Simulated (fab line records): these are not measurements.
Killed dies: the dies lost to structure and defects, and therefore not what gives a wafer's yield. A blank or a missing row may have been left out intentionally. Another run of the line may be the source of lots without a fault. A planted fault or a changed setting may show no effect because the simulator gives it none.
fab line records -- flow sky130
record: lots: 12, wafers: 36, lastDay: 51
route steps=708 shown FIELD_ISO@15 NWELL@63 PAD_OPEN@708
lots with no fault: from the same line, run without faults
startH: hours from the record's opening day to when the first of the lot's shown wafers began -- waitH: hours from the lot's prior step to this one -- " the same as in the row above -- L1.1+2: one row covering several wafers at once -- - no value, or no start given -- * or withheld: withheld -- < > ~ a bound
route shown NAME@n: NAME is a module with steps in the file, n the number in the route of the first one -- usual: mean and standard deviation over wafers with no fault -- same: alike in all rows -- chamber/n: place in a boat -- sites: readings site by site -- _std_site: standard deviation of those values -- _edge_site: mean of outer sites minus mean of inner sites -- radiusMm: for every site, how far away it sits from the centre of the wafer -- mask NAME#n: copy n -- behind: the last tool/chamber to shape the wafer -- hold: why the lot went on hold/how many hours it stayed there/how the hold came to an end -- device: names the non-switching transistor (n, p or np) -- end of line: the route-end tests of the same wafers -- for a step that has no rows: nothing shown but its recipe -- killed: dies that structure and defects cost at the first sort, which is not the same as the wafer's yield -- map: the dies of a wafer, with x for killed, . for not killed, _ for no die there
set.NAME: the setting that was run; set.NAME@STEP: the one run at that earlier step -- model.NAME: the simulator's own value behind a step, which no gauge read
a sample of lots followed through the steps of the route, with each step as a table and each wafer as a row
services: a tool's chamber out of use, with start hour (startH, from the record's first day; less than 0 if before it), hours out, and reason
== steps ==
step: SKY_FIELD_ISO_ETCH_14
recipe: chemistry: N2/H2, target: BARC, ionEnergyEv: 200, sourceW: 500, biasW: 100, pressureMtorr: 30, n2FlowSccm: 100, h2FlowSccm: 200, stopOn: SiO2, timeS: 45.9, targetDepthA: 600
usual: chamberPressureMTorr: 30.00/0.031, drypumpMotorCurrentA: 5.6/0.43, n2FlowSccm: 100.1/0.3, oesProductAu: 0.855/0.0047, runLengthS: 74.1/0.41, throttleValvePct: 13.224/0.0098
lot.wafer,tool,chamber,startH,waitH,chamberPressureMTorr,drypumpMotorCurrentA,n2FlowSccm,oesProductAu,rfHoursCounterH,runLengthS,throttleValvePct
L286.1,rieDiel-04,0,30.70,0.1,29.98,5.5,100.4,0.858,119,73.7,13.213
L286.3,rieDiel-04,3,30.70,0.1,29.97,6.0,100.2,0.857,128,74.0,13.229
L286.5,rieDiel-04,2,30.70,0.1,30.03,5.8,100.0,0.849,-,73.9,13.239
L287.1,rieDiel-04,0,32.65,0.1,29.94,5.4,100.2,0.854,119,74.2,13.228
L287.2,rieDiel-04,2,32.65,0.1,30.05,5.8,99.7,0.868,160,73.8,13.218
L287.4,rieDiel-04,1,32.65,0.1,29.94,5.7,100.1,0.853,67,74.0,13.243
L288.2,rieDiel-03,1,39.30,0.1,29.96,4.7,100.0,0.854,105,74.2,13.224
L288.5,rieDiel-03,0,39.30,0.1,30.03,5.5,99.8,0.856,-,74.6,13.227
L288.6,rieDiel-03,1,39.30,0.1,30.03,4.7,99.8,0.861,-,74.3,13.218
L289.3,rieDiel-03,3,45.70,0.1,29.98,5.7,100.3,0.846,146,73.7,13.216
L289.5,rieDiel-03,3,45.70,0.1,29.99,5.7,100.0,0.853,-,73.8,13.247
L289.6,rieDiel-03,2,45.70,0.1,30.06,5.8,100.2,0.848,-,74.7,13.221
L292.1,rieDiel-03,1,62.30,0.1,29.99,4.7,100.1,0.855,105,74.8,13.235
L292.4,rieDiel-03,2,62.30,0.1,30.04,5.7,99.9,0.853,-,74.1,13.222
L292.6,rieDiel-03,1,62.30,0.1,29.97,4.7,100.1,0.858,-,74.7,13.216
L293.1,rieDiel-01,3,66.05,0.1,30.03,5.5,99.8,0.860,62,74.7,13.229
L293.3,rieDiel-01,0,66.05,0.1,29.96,6.5,100.4,0.853,129,73.2,13.232
L293.6,rieDiel-01,3,66.05,0.1,30.00,5.5,99.9,0.862,-,74.4,13.237
L294.2,rieDiel-01,0,70.40,0.1,29.99,6.5,99.8,0.868,129,73.7,13.229
L294.3,rieDiel-01,1,70.40,0.1,30.04,5.6,100.0,0.856,3,74.5,13.212
L294.4,rieDiel-01,2,70.40,0.1,29.94,6.4,99.3,0.860,53,73.8,13.206
L295.1,rieDiel-01,1,76.10,0.1,30.04,5.6,100.3,0.860,3,75.0,13.222
L295.4,rieDiel-01,0,76.10,0.1,30.09,6.5,99.8,0.851,129,73.5,13.227
L295.6,rieDiel-01,0,76.10,0.1,30.02,6.5,99.8,0.853,-,73.2,13.224
L296.4,rieDiel-03,3,80.19,0.0,30.03,5.7,100.1,0.851,147,74.4,13.223
L296.5,rieDiel-03,1,80.19,0.0,29.93,4.7,99.8,0.851,-,74.6,13.217
L296.6,rieDiel-03,0,80.19,0.0,30.01,5.5,99.6,0.854,-,74.7,13.232
L300.3,rieDiel-01,1,103.10,0.1,30.00,5.6,100.0,0.860,4,74.3,13.228
L300.4,rieDiel-01,2,103.10,0.1,29.95,6.3,100.3,0.852,54,73.8,13.203
L300.6,rieDiel-01,0,103.10,0.1,30.03,6.5,100.7,0.857,-,73.7,13.224
L303.4,rieDiel-03,3,118.66,0.0,29.97,5.7,100.2,0.852,148,73.8,13.233
L303.5,rieDiel-03,2,118.66,0.0,30.03,5.7,99.8,0.860,-,74.0,13.231
L303.6,rieDiel-03,1,118.66,0.0,29.97,4.7,99.6,0.858,-,74.5,13.217
L309.1,rieDiel-03,2,148.85,0.1,29.93,5.7,100.2,0.857,38,74.3,13.222
L309.2,rieDiel-03,0,148.85,0.1,30.01,5.5,100.0,0.855,1,74.4,13.217
L309.6,rieDiel-03,1,148.85,0.1,30.01,4.7,100.2,0.865,-,74.7,13.214
step: SKY_FIELD_ISO_WET_ETCH_21
recipe: chemistry: dHF, dilution: 100:1, targetDepthNm: 20, dry: ipaMarangoni, target: SiO2, tempC: 25, timeS: 400
usual: runLengthS: 429/4
lot.wafer,tool,chamber,startH,waitH,runLengthS
L286.1,wetBench-01,1,31.12,0.0,425
L286.3,wetBench-01,1,31.12,0.0,425
L286.5,wetBench-01,1,31.12,0.0,425
L287.1,wetBench-03,1,33.16,0.0,432
L287.2,wetBench-03,1,33.16,0.0,432
L287.4,wetBench-03,1,33.16,0.0,432
L288.2,wetBench-01,1,39.74,0.0,427
L288.5,wetBench-01,1,39.74,0.0,427
L288.6,wetBench-01,1,39.74,0.0,427
L289.3,wetBench-03,2,46.12,0.0,424
L289.5,wetBench-03,2,46.12,0.0,424
L289.6,wetBench-03,2,46.12,0.0,424
L292.1,wetBench-01,0,62.73,0.0,435
L292.4,wetBench-01,0,62.73,0.0,435
L292.6,wetBench-01,0,62.73,0.0,435
L293.1,wetBench-01,1,66.48,0.0,433
L293.3,wetBench-01,1,66.48,0.0,433
L293.6,wetBench-01,1,66.48,0.0,433
L294.2,wetBench-03,1,70.83,0.0,432
L294.3,wetBench-03,1,70.83,0.0,432
L294.4,wetBench-03,1,70.83,0.0,432
L295.1,wetBench-03,1,76.52,0.0,433
L295.4,wetBench-03,1,76.52,0.0,433
L295.6,wetBench-03,1,76.52,0.0,433
L296.4,wetBench-01,3,80.61,0.0,446
L296.5,wetBench-01,3,80.61,0.0,446
L296.6,wetBench-01,3,80.61,0.0,446
L300.3,wetBench-03,2,103.53,0.0,424
L300.4,wetBench-03,2,103.53,0.0,424
L300.6,wetBench-03,2,103.53,0.0,424
L303.4,wetBench-02,1,119.09,0.0,433
L303.5,wetBench-02,1,119.09,0.0,433
L303.6,wetBench-02,1,119.09,0.0,433
L309.1,wetBench-03,0,149.29,0.0,433
L309.2,wetBench-03,0,149.29,0.0,433
L309.6,wetBench-03,0,149.29,0.0,433
step: SKY_NWELL_OVL_MEAS_10
usual: NWELL_00_OVL: -0.2/1.5
lot.wafer,tool,chamber,startH,waitH,NWELL_00_OVL[nm]
L286.1,overlay-01,-,89.39,-,-2.4
L286.3,overlay-01,-,89.39,-,-0.7
L286.5,overlay-01,-,89.39,-,-0.5
L287.1,overlay-01,-,93.04,-,-0.8
L287.2,overlay-01,-,93.04,-,-0.8
L287.4,overlay-01,-,93.04,-,-0.2
L288.2,overlay-01,-,99.49,-,0.6
L288.5,overlay-01,-,99.49,-,1.3
L288.6,overlay-01,-,99.49,-,1.5
L289.3,overlay-02,-,102.89,-,0.2
L289.5,overlay-02,-,102.89,-,-0.1
L289.6,overlay-02,-,102.89,-,-0.9
L292.1,overlay-01,-,119.93,-,2.3
L292.4,overlay-01,-,119.93,-,3.0
L292.6,overlay-01,-,119.93,-,1.7
L293.1,overlay-01,-,126.94,-,-3.3
L293.3,overlay-01,-,126.94,-,-0.6
L293.6,overlay-01,-,126.94,-,-1.5
L294.2,overlay-02,-,133.79,-,0.5
L294.3,overlay-02,-,133.79,-,1.9
L294.4,overlay-02,-,133.79,-,0.2
L295.1,overlay-01,-,139.39,-,-0.3
L295.4,overlay-01,-,139.39,-,-1.8
L295.6,overlay-01,-,139.39,-,-1.9
L296.4,overlay-01,-,152.85,-,-1.8
L296.5,overlay-01,-,152.85,-,-2.9
L296.6,overlay-01,-,152.85,-,-0.2
L300.3,overlay-02,-,173.10,-,1.3
L300.4,overlay-02,-,173.10,-,-0.1
L300.6,overlay-02,-,173.10,-,-2.9
L303.4,overlay-01,-,186.20,-,-1.5
L303.5,overlay-01,-,186.20,-,-4.4
L303.6,overlay-01,-,186.20,-,-1.9
L309.1,overlay-02,-,219.59,-,2.1
L309.2,overlay-02,-,219.59,-,2.2
L309.6,overlay-02,-,219.59,-,2.3
step: SKY_NWELL_STRIP_25
recipe: chemistry: O2/N2, powerW: 1400, pressureMtorr: 1500, platenTempC: withheld, o2FlowSccm: 3000, n2FlowSccm: 300, overashFraction: 0.5
usual: chamberPressureMTorr: 1500.1/1.3, drypumpMotorCurrentA: 5.6/0.33, n2FlowSccm: 300.2/0.86, oesProductAu: 0.722/0.0046, stripTimeToEndpointS: 36.92/0.1
lot.wafer,tool,chamber,startH,waitH,chamberPressureMTorr,drypumpMotorCurrentA,n2FlowSccm,oesProductAu,rfHoursCounterH,stripTimeToEndpointS
L286.1,plasmaAsher-02,1,106.77,0.1,1499.6,5.3,300.5,0.717,39,36.89
L286.3,plasmaAsher-02,1,106.77,0.1,1500.3,5.3,299.7,0.724,-,37.03
L286.5,plasmaAsher-02,1,106.77,0.1,1497.5,5.3,300.9,0.723,-,36.91
L287.1,plasmaAsher-02,1,111.32,0.1,1499.2,5.3,299.9,0.718,40,37.11
L287.2,plasmaAsher-02,0,111.32,0.1,1499.0,5.6,300.5,0.720,40,37.14
L287.4,plasmaAsher-02,0,111.32,0.1,1499.4,5.6,299.5,0.722,-,37.09
L288.2,plasmaAsher-02,0,116.47,0.1,1498.9,5.6,300.7,0.719,41,36.99
L288.5,plasmaAsher-02,1,116.47,0.1,1500.3,5.3,299.6,0.722,-,37.09
L288.6,plasmaAsher-02,0,116.47,0.1,1499.5,5.6,299.3,0.726,-,36.93
L289.3,plasmaAsher-04,1,120.26,0.1,1498.9,5.6,299.9,0.715,-,36.73
L289.5,plasmaAsher-04,1,120.26,0.1,1501.9,5.6,300.7,0.721,-,36.80
L289.6,plasmaAsher-04,0,120.26,0.1,1499.5,5.8,300.1,0.725,-,36.82
L292.1,plasmaAsher-04,1,139.47,0.1,1501.4,5.6,299.1,0.722,44,36.94
L292.4,plasmaAsher-04,1,139.47,0.1,1502.6,5.6,299.6,0.718,-,36.97
L292.6,plasmaAsher-04,1,139.47,0.1,1497.9,5.6,299.8,0.721,-,36.94
L293.1,plasmaAsher-01,1,146.72,0.1,1500.2,5.9,301.2,0.713,2,36.78
L293.3,plasmaAsher-01,1,146.72,0.1,1500.8,6.0,300.4,0.713,-,36.93
L293.6,plasmaAsher-01,0,146.72,0.1,1498.8,4.7,298.6,0.714,-,36.85
L294.2,plasmaAsher-04,1,154.32,0.1,1498.6,5.6,300.7,0.718,46,36.95
L294.3,plasmaAsher-04,1,154.32,0.1,1502.0,5.6,300.1,0.726,-,37.12
L294.4,plasmaAsher-04,0,154.32,0.1,1501.8,5.7,299.5,0.729,-,36.97
L295.1,plasmaAsher-04,1,160.07,0.1,1500.0,5.6,300.4,0.728,46,37.02
L295.4,plasmaAsher-04,0,160.07,0.1,1501.1,5.8,300.6,0.720,-,36.86
L295.6,plasmaAsher-04,0,160.07,0.1,1501.7,5.7,298.6,0.723,-,37.04
L296.4,plasmaAsher-01,1,173.66,0.1,1503.0,5.9,299.4,0.719,-,36.96
L296.5,plasmaAsher-01,1,173.66,0.1,1499.3,5.9,299.0,0.719,-,37.01
L296.6,plasmaAsher-01,0,173.66,0.1,1498.1,4.7,300.1,0.725,-,36.94
L300.3,plasmaAsher-04,1,194.91,0.1,1499.3,5.6,301.5,0.730,-,36.75
L300.4,plasmaAsher-04,0,194.91,0.1,1502.5,5.8,300.6,0.719,-,36.80
L300.6,plasmaAsher-04,0,194.91,0.1,1501.0,5.7,300.1,0.725,-,36.87
L303.4,plasmaAsher-04,0,207.96,0.1,1498.7,5.8,299.7,0.727,-,36.78
L303.5,plasmaAsher-04,0,207.96,0.1,1501.6,5.8,299.7,0.724,-,36.90
L303.6,plasmaAsher-04,1,207.96,0.1,1502.8,5.6,298.0,0.725,-,36.63
L309.1,plasmaAsher-04,0,243.57,0.1,1500.0,5.7,300.0,0.726,54,37.01
L309.2,plasmaAsher-04,1,243.57,0.1,1500.0,5.6,300.3,0.725,54,37.04
L309.6,plasmaAsher-04,0,243.57,0.1,1500.2,5.7,300.1,0.712,-,36.90
step: SKY_PAD_OPEN_PROBE_99
usual: killed_at_M0_to_M3: 42/7.3, killed_at_M4_up: 3.4/2, killedAtContacts: 24/5.6, killedAtFrontEnd: 16/4.5, killedAtOther: 0.2/0.51, killedDies: 86/9.8, killedOpen: 46/7, killedShort: 40/6.7
same: grossDies: 492, killedAtBackSide: 0
lot.wafer,tool,chamber,startH,waitH,killed_at_M0_to_M3,killed_at_M4_up,killedAtContacts,killedAtFrontEnd,killedAtOther,killedDies,killedOpen,killedShort
L287.1,prober-01,-,1099.95,0.1,49,1,21,11,0,82,44,38
L287.2,prober-01,-,1100.00,0.1,51,0,15,12,0,78,38,40
L287.4,prober-01,-,1100.10,0.2,49,3,15,13,1,81,42,39
L286.1,prober-02,-,1103.25,0.3,45,2,26,12,0,85,43,42
L286.3,prober-02,-,1103.35,0.3,42,4,21,20,0,87,42,45
L286.5,prober-02,-,1103.45,0.4,38,2,24,10,0,74,41,33
L289.3,prober-01,-,1103.35,0.3,46,2,23,14,0,85,50,35
L289.5,prober-01,-,1103.45,0.4,37,3,21,14,0,75,48,27
L289.6,prober-01,-,1103.50,0.4,39,7,22,13,0,81,44,36
L288.2,prober-02,-,1103.92,0.1,44,2,25,12,1,84,44,40
L288.5,prober-02,-,1104.07,0.2,41,1,29,14,0,85,42,43
L288.6,prober-02,-,1104.12,0.2,28,2,23,23,0,76,40,36
L293.1,prober-01,-,1104.45,0.1,58,6,29,17,0,110,62,48
L293.3,prober-01,-,1104.55,0.2,47,6,23,20,1,97,54,43
L293.6,prober-01,-,1104.70,0.2,53,2,30,16,0,101,53,48
L292.1,prober-02,-,1105.37,0.1,34,5,34,16,0,89,58,30
L292.4,prober-02,-,1105.52,0.2,62,2,20,14,1,99,51,48
L292.6,prober-02,-,1105.62,0.2,45,3,24,15,0,87,50,37
L294.2,prober-01,-,1125.08,0.1,45,3,25,21,1,95,54,41
L294.3,prober-01,-,1125.13,0.2,45,3,23,10,1,82,49,33
L294.4,prober-01,-,1125.18,0.2,39,5,17,16,0,77,44,33
L295.1,prober-02,-,1125.24,0.1,38,2,22,12,0,74,44,30
L295.4,prober-02,-,1125.39,0.2,40,3,28,20,3,94,46,45
L295.6,prober-02,-,1125.49,0.2,39,2,38,16,2,97,60,35
L296.4,prober-01,-,1127.95,0.2,34,2,28,20,0,84,39,45
L296.5,prober-01,-,1128.00,0.2,35,5,24,19,0,83,43,40
L296.6,prober-01,-,1128.05,0.2,55,0,32,15,0,102,52,50
L300.3,prober-01,-,1211.61,0.2,54,4,30,16,0,104,56,46
L300.4,prober-01,-,1211.66,0.2,53,3,22,9,0,87,41,45
L300.6,prober-01,-,1211.76,0.2,43,4,18,26,0,91,51,39
L303.4,prober-01,-,1214.01,0.2,36,4,27,10,0,77,33,44
L303.5,prober-01,-,1214.06,0.2,43,7,22,15,0,87,43,44
L303.6,prober-01,-,1214.11,0.2,42,7,20,14,0,83,40,43
L309.1,prober-02,-,1218.28,0.1,42,3,21,26,0,92,40,52
L309.2,prober-02,-,1218.33,0.1,48,4,29,19,0,100,49,50
L309.6,prober-02,-,1218.53,0.2,52,1,19,15,0,87,49,38
killed by level:class
L287.1 VIA1:geometricParticle:open=13 METAL1:geometricParticle:short=8 VIA3:geometricParticle:open=8 CONTACT:geometricParticle:open=6 LI_CONTACT:geometricParticle:open=5 FIELD_ISO:geometricParticle:short=4 LOCAL_INTERCONNECT:geometricParticle:short=4 METAL2:geometricParticle:short=4
L287.2 VIA1:geometricParticle:open=14 VIA3:geometricParticle:open=13 VIA3:geometricParticle:short=6 SPACER:geometricParticle:short=5 METAL1:geometricParticle:short=5 METAL2:geometricParticle:short=5 VIA1:geometricParticle:short=4 LOCAL_INTERCONNECT:geometricParticle:short=4
L287.4 VIA1:geometricParticle:open=13 VIA3:geometricParticle:open=8 LI_CONTACT:geometricParticle:open=6 VIA3:geometricParticle:short=6 METAL2:geometricParticle:short=6 CONTACT:geometricParticle:short=4 METAL1:geometricParticle:short=4 VIA2:geometricParticle:open=4
L286.1 VIA1:geometricParticle:open=13 CONTACT:geometricParticle:open=11 CONTACT:geometricParticle:short=6 VIA1:geometricParticle:short=6 POLY_GATE:geometricParticle:short=5 METAL2:geometricParticle:short=5 LI_CONTACT:geometricParticle:open=4 LOCAL_INTERCONNECT:geometricParticle:short=4
L286.3 VIA1:geometricParticle:open=10 CONTACT:geometricParticle:open=9 VIA3:geometricParticle:open=7 CONTACT:geometricParticle:short=6 METAL1:geometricParticle:short=6 METAL2:geometricParticle:short=6 FIELD_ISO:geometricParticle:short=5 POLY_GATE:geometricParticle:open=4
L289.3 VIA1:geometricParticle:open=13 LI_CONTACT:geometricParticle:open=7 CONTACT:geometricParticle:open=7 VIA3:geometricParticle:open=6 VIA1:geometricParticle:short=4 METAL2:geometricParticle:short=4 VIA2:geometricParticle:open=4 VIA3:geometricParticle:short=4
L286.5 CONTACT:geometricParticle:open=17 METAL2:geometricParticle:short=9 VIA1:geometricParticle:open=9 VIA1:geometricParticle:short=6 POLY_GATE:geometricParticle:short=4 LI_CONTACT:geometricParticle:open=4 VIA3:geometricParticle:short=3 METAL1:geometricParticle:short=3
L289.5 VIA1:geometricParticle:open=11 LI_CONTACT:geometricParticle:open=10 CONTACT:geometricParticle:open=9 VIA3:geometricParticle:open=8 POLY_GATE:geometricParticle:short=6 FIELD_ISO:geometricParticle:open=4 METAL3:geometricParticle:short=4 METAL1:geometricParticle:short=3
L289.6 VIA1:geometricParticle:open=10 CONTACT:geometricParticle:open=7 FIELD_ISO:geometricParticle:short=6 METAL2:geometricParticle:short=6 VIA2:geometricParticle:open=5 VIA3:geometricParticle:open=5 FIELD_ISO:geometricParticle:open=4 LI_CONTACT:geometricParticle:open=4
L288.2 CONTACT:geometricParticle:open=12 VIA1:geometricParticle:short=8 VIA1:geometricParticle:open=8 VIA2:geometricParticle:open=7 VIA3:geometricParticle:open=6 LI_CONTACT:geometricParticle:open=5 CONTACT:geometricParticle:short=5 METAL1:geometricParticle:short=5
L288.5 VIA1:geometricParticle:open=9 CONTACT:geometricParticle:open=8 CONTACT:geometricParticle:short=8 LI_CONTACT:geometricParticle:open=5 VIA2:geometricParticle:open=5 VIA2:geometricParticle:short=5 VIA3:geometricParticle:open=5 LI_CONTACT:geometricParticle:short=4
L288.6 FIELD_ISO:geometricParticle:short=7 CONTACT:geometricParticle:open=7 VIA1:geometricParticle:open=7 FIELD_ISO:geometricParticle:open=5 LI_CONTACT:geometricParticle:open=5 LOCAL_INTERCONNECT:geometricParticle:short=4 METAL1:geometricParticle:short=4 VIA2:geometricParticle:open=3
L293.1 METAL1:geometricParticle:short=12 CONTACT:geometricParticle:open=11 VIA3:geometricParticle:open=11 VIA1:geometricParticle:open=10 LOCAL_INTERCONNECT:geometricParticle:short=6 LOCAL_INTERCONNECT:geometricParticle:open=6 METAL1:geometricParticle:open=6 METAL2:geometricParticle:short=6
L293.3 VIA1:geometricParticle:open=15 VIA1:geometricParticle:short=9 LI_CONTACT:geometricParticle:open=9 VIA3:geometricParticle:open=8 CONTACT:geometricParticle:open=6 POLY_GATE:geometricParticle:short=5 POLY_GATE:geometricParticle:open=4 METAL2:geometricParticle:short=4
L293.6 CONTACT:geometricParticle:open=12 METAL1:geometricParticle:short=10 VIA2:geometricParticle:open=9 VIA1:geometricParticle:open=8 FIELD_ISO:geometricParticle:short=7 FIELD_ISO:geometricParticle:open=5 LI_CONTACT:geometricParticle:open=5 CONTACT:geometricParticle:short=5
L292.1 CONTACT:geometricParticle:open=17 VIA1:geometricParticle:open=11 LI_CONTACT:geometricParticle:open=8 VIA3:geometricParticle:open=6 FIELD_ISO:geometricParticle:open=5 METAL1:geometricParticle:short=5 LOCAL_INTERCONNECT:geometricParticle:short=4 METAL4:geometricParticle:short=4
L292.4 VIA3:geometricParticle:open=13 VIA1:geometricParticle:short=9 VIA1:geometricParticle:open=8 CONTACT:geometricParticle:open=8 METAL1:geometricParticle:short=8 METAL2:geometricParticle:short=7 VIA3:geometricParticle:short=7 VIA2:geometricParticle:open=6
L292.6 VIA1:geometricParticle:open=15 METAL1:geometricParticle:short=10 CONTACT:geometricParticle:open=9 POLY_GATE:geometricParticle:open=6 LI_CONTACT:geometricParticle:open=6 VIA2:geometricParticle:open=6 LI_CONTACT:geometricParticle:short=4 VIA3:geometricParticle:open=4
L294.2 LI_CONTACT:geometricParticle:open=10 VIA2:geometricParticle:open=8 LOCAL_INTERCONNECT:geometricParticle:short=7 FIELD_ISO:geometricParticle:open=6 POLY_GATE:geometricParticle:open=6 CONTACT:geometricParticle:open=6 VIA1:geometricParticle:open=6 VIA3:geometricParticle:open=6
L294.3 VIA2:geometricParticle:open=12 CONTACT:geometricParticle:open=7 VIA1:geometricParticle:open=7 VIA3:geometricParticle:open=7 LI_CONTACT:geometricParticle:open=5 METAL1:geometricParticle:short=5 LI_CONTACT:geometricParticle:short=4 LOCAL_INTERCONNECT:geometricParticle:short=4
L294.4 CONTACT:geometricParticle:open=9 FIELD_ISO:geometricParticle:open=7 VIA2:geometricParticle:open=7 METAL2:geometricParticle:short=7 VIA3:geometricParticle:open=6 VIA1:geometricParticle:short=5 POLY_GATE:geometricParticle:open=4 VIA1:geometricParticle:open=4
L295.1 VIA1:geometricParticle:open=9 CONTACT:geometricParticle:open=9 VIA3:geometricParticle:open=7 FIELD_ISO:geometricParticle:open=4 LOCAL_INTERCONNECT:geometricParticle:short=4 CONTACT:geometricParticle:short=4 METAL2:geometricParticle:short=4 SPACER:geometricParticle:open=3
L295.4 CONTACT:geometricParticle:open=13 VIA2:geometricParticle:open=8 VIA1:geometricParticle:short=6 METAL2:geometricParticle:short=6 VIA3:geometricParticle:open=5 FIELD_ISO:geometricParticle:open=4 POLY_GATE:geometricParticle:open=4 LOCAL_INTERCONNECT:geometricParticle:short=4
L295.6 CONTACT:geometricParticle:open=18 VIA1:geometricParticle:open=11 CONTACT:geometricParticle:short=7 VIA2:geometricParticle:open=6 LI_CONTACT:geometricParticle:open=5 METAL1:geometricParticle:short=5 FIELD_ISO:geometricParticle:open=4 POLY_GATE:geometricParticle:open=4
L296.4 CONTACT:geometricParticle:short=9 CONTACT:geometricParticle:open=8 VIA1:geometricParticle:open=8 FIELD_ISO:geometricParticle:short=6 METAL2:geometricParticle:short=6 VIA3:geometricParticle:open=6 FIELD_ISO:geometricParticle:open=4 POLY_GATE:geometricParticle:open=4
L296.5 LI_CONTACT:geometricParticle:open=13 FIELD_ISO:geometricParticle:short=6 VIA2:geometricParticle:open=6 CONTACT:geometricParticle:open=5 METAL2:geometricParticle:short=5 FIELD_ISO:geometricParticle:open=4 POLY_GATE:geometricParticle:short=4 METAL1:geometricParticle:short=4
L296.6 VIA3:geometricParticle:open=11 LI_CONTACT:geometricParticle:open=10 METAL1:geometricParticle:short=10 METAL2:geometricParticle:short=10 CONTACT:geometricParticle:open=9 VIA1:geometricParticle:open=9 CONTACT:geometricParticle:short=6 FIELD_ISO:geometricParticle:open=4
L300.3 METAL1:geometricParticle:short=12 CONTACT:geometricParticle:open=11 VIA1:geometricParticle:open=9 LI_CONTACT:geometricParticle:open=8 VIA3:geometricParticle:open=8 VIA3:geometricParticle:short=7 VIA1:geometricParticle:short=5 POLY_GATE:geometricParticle:open=4
L300.4 METAL2:geometricParticle:short=11 VIA1:geometricParticle:short=10 VIA2:geometricParticle:open=9 VIA1:geometricParticle:open=8 CONTACT:geometricParticle:short=7 VIA3:geometricParticle:open=7 LI_CONTACT:geometricParticle:open=6 CONTACT:geometricParticle:open=4
L300.6 METAL2:geometricParticle:short=11 VIA1:geometricParticle:open=10 FIELD_ISO:geometricParticle:open=9 CONTACT:geometricParticle:open=9 POLY_GATE:geometricParticle:short=4 POLY_GATE:geometricParticle:open=4 VIA1:geometricParticle:short=4 VIA3:geometricParticle:open=4
L303.4 LOCAL_INTERCONNECT:geometricParticle:short=8 CONTACT:geometricParticle:open=7 CONTACT:geometricParticle:short=7 VIA1:geometricParticle:open=7 METAL1:geometricParticle:short=6 VIA3:geometricParticle:open=5 VIA2:geometricParticle:open=4 FIELD_ISO:geometricParticle:short=3
L303.5 CONTACT:geometricParticle:open=9 VIA1:geometricParticle:open=7 VIA3:geometricParticle:open=7 VIA1:geometricParticle:short=6 LI_CONTACT:geometricParticle:open=6 METAL2:geometricParticle:short=6 METAL4:geometricParticle:short=5 POLY_GATE:geometricParticle:short=4
L303.6 VIA2:geometricParticle:open=9 POLY_GATE:geometricParticle:short=7 VIA3:geometricParticle:open=7 LI_CONTACT:geometricParticle:open=6 METAL4:geometricParticle:short=6 METAL2:geometricParticle:short=6 CONTACT:geometricParticle:short=5 CONTACT:geometricParticle:open=4
L309.1 VIA1:geometricParticle:open=9 METAL3:geometricParticle:short=7 POLY_GATE:geometricParticle:short=7 LI_CONTACT:geometricParticle:open=7 FIELD_ISO:geometricParticle:short=5 CONTACT:geometricParticle:open=5 VIA3:geometricParticle:open=5 METAL1:geometricParticle:short=5
L309.2 VIA1:geometricParticle:open=12 METAL2:geometricParticle:short=10 VIA1:geometricParticle:short=9 FIELD_ISO:geometricParticle:short=7 LI_CONTACT:geometricParticle:open=7 CONTACT:geometricParticle:short=7 CONTACT:geometricParticle:open=6 POLY_GATE:geometricParticle:open=5
L309.6 VIA1:geometricParticle:open=16 VIA3:geometricParticle:open=9 FIELD_ISO:geometricParticle:short=7 LI_CONTACT:geometricParticle:open=6 CONTACT:geometricParticle:open=5 VIA1:geometricParticle:short=5 METAL2:geometricParticle:short=5 VIA2:geometricParticle:open=5
== services ==
tool,chamber,startH,hours,kind
plasmaAsher-04,-,7.78,22.0,repair
wetBench-03,-,14.86,0.5,repair
rieDiel-04,1,16.48,7.7,repair
rieDiel-03,0,49.43,-,clean
rieDiel-03,0,49.43,24.7,scheduledDown
rieDiel-03,0,49.43,24.7,ventCycle
plasmaAsher-01,-,62.74,7.6,repair
rieDiel-04,0,76.87,16.4,repair
plasmaAsher-01,-,108.75,9.0,pm
plasmaAsher-01,0,108.75,9.0,ventCycle
plasmaAsher-01,1,108.75,9.0,ventCycle
plasmaAsher-01,0,117.75,-,clean
plasmaAsher-01,1,117.75,-,clean
rieDiel-04,2,120.32,-,clean
rieDiel-03,1,140.14,7.4,repair
rieDiel-04,3,154.82,18.6,repair
rieDiel-04,2,166.05,6.5,repair
rieDiel-04,-,174.13,0.6,repair
plasmaAsher-02,-,188.66,0.8,repair
rieDiel-03,3,190.10,-,clean
rieDiel-03,3,190.10,15.1,scheduledDown
rieDiel-03,3,190.10,15.1,ventCycle
rieDiel-03,-,224.40,14.6,pm
rieDiel-03,-,239.00,2.8,pm
== key ==
firstSign: step: SKY_FIELD_ISO_WET_ETCH_21, reading: runLengthS, direction: up, sigmas: 4.4, usual: *, struck: *
effect none on later readings
metAt SKY_FIELD_ISO_WET_ETCH_21
struckLots L296
struckWafers L296.4,L296.5,L296.6
testerLeftOut L296
notActingAt SKY_FIELD_ISO_ETCH_14,SKY_NWELL_OVL_MEAS_10,SKY_NWELL_STRIP_25
fault: kind: processParameterDrift, tool: wetBench-01, chamber: 3, onsetH: 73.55, steps: SKY_FIELD_ISO_WET_ETCH_21, channel: timeS, offset: *, shape: step, endH: 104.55, actsIn: *, stated: *
testerLeftOut: of these lots the tester's yield and bins aren't shown, on N5 and GAA mostly nor the transistor test; their killed dies are dies lost to structure and defects alone, not to doping, threshold or leakage, so they don't give the yield
